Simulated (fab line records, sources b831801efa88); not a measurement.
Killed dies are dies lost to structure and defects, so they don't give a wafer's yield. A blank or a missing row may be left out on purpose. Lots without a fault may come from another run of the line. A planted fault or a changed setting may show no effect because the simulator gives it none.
One fault seen from 2 desks | flow sky130 | each desk has only its own numbers; what lay behind them comes last

THE METROLOGY DESK
What the gauges read, lot by lot, whatever tool the lot ran on: means of the sampled wafers that have a number. A lot is out of limits, marked OUT, if its mean lies more than 4 standard deviations from the usual mean; the brackets give that distance.
Columns: A = SD_N_RS at SKY_SD_N_RS_MEAS_16, usual 68.67 ohm/sq; B = SD_P_RS at SKY_SD_N_RS_MEAS_17, usual 147.3 ohm/sq
lot  | first seen here | A               | B
L708 | day 28 18:56    | 68.45           | 146.8
L709 | day 29 03:39    | 68.84           | 147.7
L710 | day 29 06:58    | 68.84           | 148.0
L711 | day 29 15:46    | 68.55           | 146.6
L713 | day 31 01:31    | 68.85           | 147.7
L714 | day 31 04:03    | 68.78           | 147.5
L715 | day 31 05:28    | 68.80           | 147.7
L717 | day 31 13:07    | 68.88           | 148.0
L720 | day 32 22:28    | 71.54 (+17) OUT | 163.3 (+33) OUT
L721 | day 33 00:37    | 68.59           | 147.0
L722 | day 33 11:50    | 71.31 (+16) OUT | 162.9 (+32) OUT
L723 | day 33 12:02    | 68.68           | 147.1
L724 | day 33 15:26    | 71.38 (+16) OUT | 163.6 (+34) OUT
L729 | day 35 14:08    | 68.54           | 147.1
This desk's finding: out of limits on L720, L722, L724; first on L720, day 32 22:28 (SD_N_RS at SKY_SD_N_RS_MEAS_16). In limits: L708, L709, L710, L711, L713, L714, L715, L717, L721, L723, L729.

THE TOOL OWNER'S DESK: rtp_anneal-02
The tool's own readings at SKY_SD_N_RTA_14 (time 2 s): means of the sampled wafers that have a number, for each lot that ran on this tool. A lot is out of limits, marked OUT, if its mean lies more than 4 standard deviations from the usual mean; the brackets give that distance.
Columns: A = lamp_power_pct at SKY_SD_N_RTA_14, usual 15.74 %; B = wafer_temp_C_max at SKY_SD_N_RTA_14, usual 1077.9
lot  | first seen here | A                | B
L708 | day 28 18:45    | 15.74            | 1077.4
L710 | day 29 06:46    | 15.69            | 1078.3
L714 | day 31 03:49    | 15.75            | 1078.2
L717 | day 31 12:55    | 15.74            | 1077.3
L720 | day 32 22:18    | 15.37 (-7.3) OUT | 1059.4 (-17) OUT
L722 | day 33 11:36    | 15.45 (-5.7) OUT | 1061.1 (-15) OUT
L724 | day 33 15:14    | 15.47 (-5.3) OUT | 1061.0 (-15) OUT
This desk's finding: out of limits on L720, L722, L724; first on L720, day 32 22:18 (lamp_power_pct at SKY_SD_N_RTA_14). In limits: L708, L710, L714, L717.

PUT TOGETHER
The tool owner's desk could have raised an alarm at day 32 22:18, on L720, L722, L724.
The metrology desk could have raised an alarm at day 32 22:28, on L720, L722, L724.
Of the lots named, all ran SKY_SD_N_RTA_14 on rtp_anneal-02.

WHAT THE SIMULATOR HAD PUT IN
Process parameter drift: rtp_anneal-02, from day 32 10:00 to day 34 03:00, at SKY_SD_N_RTA_14. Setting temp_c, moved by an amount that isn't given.
Lots struck among those shown: L720, L722, L724.
Hours from the fault's start to each desk's first reading out of limits: the tool owner's desk, 12; the metrology desk, 12.
